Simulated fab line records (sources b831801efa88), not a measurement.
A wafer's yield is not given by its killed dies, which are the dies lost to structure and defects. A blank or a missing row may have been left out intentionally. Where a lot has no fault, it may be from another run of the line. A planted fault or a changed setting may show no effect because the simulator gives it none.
A struck lot beside a sound one -- flow sky130 -- 34 steps out of a route of 708
Sound: wafers L999.1, L999.2, L999.4. The struck wafers were L115.1, L115.4, L115.6. The cause comes at the end.
Order at every step that has rows: each side's tool, ch and its chambers, its first start. Under that, the readings that differ: sound wafers -- struck wafers -- difference of the means -- sigmas: that difference in standard deviations of wafers without a fault.
alike: same words and numbers on both sides, and readings whose means sit less than 2 such deviations apart. not compared: any withheld reading, any reading some wafer has no value for, any bound like >300 that may hide the same value, and any number with overlapping values for which the record gives no deviation.
A row with sigmas, a row that says differs or no value, or rows on one side alone: a step with any of these is where the two part. Numbers that don't overlap but have no deviation are shown without sigmas and don't part them. Lack of a reading on every wafer of one side parts them only where that side has two or more wafers.

first, 10 steps without rows for these wafers: SKY_LOCAL_INTERCONNECT_HMDS_04 (prime time 60 s); SKY_LOCAL_INTERCONNECT_COAT_05 (resist thk 60 nm); SKY_LOCAL_INTERCONNECT_COAT_06 (resist thk 450 nm); SKY_LOCAL_INTERCONNECT_SOFTBAKE_07 (time 90 s); SKY_LOCAL_INTERCONNECT_EXPOSE_08 (exposes mask LI1M, target cd 170 nm); SKY_LOCAL_INTERCONNECT_PEB_09; SKY_LOCAL_INTERCONNECT_DEVELOP_10 (develop time 60 s); SKY_LOCAL_INTERCONNECT_ETCH_13 (etches BARC in N2/H2, stops on SiO2, time 45.9 s, target depth 60 nm); SKY_LOCAL_INTERCONNECT_METAL_ETCH_14 (etches TiN in Cl2/BCl3, stops on PSG, target depth 110 nm, time 31.4 s); SKY_LOCAL_INTERCONNECT_STRIP_15 (strips in O2/N2).
SKY_LOCAL_INTERCONNECT_STRIP_16: strips in post etch residue remover, time 1200 s.
  sound on wet bench-04 ch 2, day 31 03:02; struck on wet bench-03 ch 2, day 36 01:44
then, 22 steps without rows for these wafers: SKY_LOCAL_INTERCONNECT_CLEAN_17 (cleans in IPA, time 180 s); SKY_LOCAL_INTERCONNECT_CLEAN_18 (cleans in O3/DIW); SKY_CONTACT_CVD_00 (deposits Si3N4, target thk 75 nm); SKY_CONTACT_HDPCVD_02 (deposits SiO2, target thk 565 nm, time 94.2 s); SKY_CONTACT_CMP_04 (polishes SiO2); SKY_CONTACT_DEHYDRATE_06 (time 60 s); SKY_CONTACT_HMDS_07 (prime time 60 s); SKY_CONTACT_COAT_08 (resist thk 60 nm); SKY_CONTACT_COAT_09 (resist thk 450 nm); SKY_CONTACT_SOFTBAKE_10 (time 90 s); SKY_CONTACT_EXPOSE_11 (exposes mask CTM1, target cd 170 nm); SKY_CONTACT_PEB_12; SKY_CONTACT_DEVELOP_13 (develop time 60 s); SKY_CONTACT_ETCH_16 (etches BARC in N2/H2, stops on SiO2, time 45.9 s, target depth 60 nm); SKY_CONTACT_ETCH_17 (etches SiO2 in C4F8/O2/Ar, stops on Si3N4, target depth 340 nm); SKY_CONTACT_ETCH_18 (etches Si3N4 in CHF3/O2, stops on TiN, time 39 s, target depth 75 nm); SKY_CONTACT_STRIP_19 (strips in O2/N2); SKY_CONTACT_STRIP_20 (strips in post etch residue remover, time 1200 s); SKY_CONTACT_CLEAN_21 (cleans in IPA, time 180 s); SKY_CONTACT_CLEAN_22 (cleans in O3/DIW); SKY_CONTACT_SPUTTER_23 (material TiN, target thk 20 nm, time 80 s); SKY_CONTACT_CVD_24 (deposits W, target thk 340 nm, time 102.12 s).
-- the record jumps here: 14 days lie between the struck wafers' starts before and after (it left off in module CONTACT and takes up again in module PAD_OPEN, whose first step shown is number 708 of the route) --
SKY_PAD_OPEN_PROBE_99:
  only the struck wafers here have rows in the record (prober-01, day 50 00:53); the sound ones have none

WHERE THEY PART
Only at SKY_PAD_OPEN_PROBE_99, as far as this record shows.

WHY: the cause the simulator had injected
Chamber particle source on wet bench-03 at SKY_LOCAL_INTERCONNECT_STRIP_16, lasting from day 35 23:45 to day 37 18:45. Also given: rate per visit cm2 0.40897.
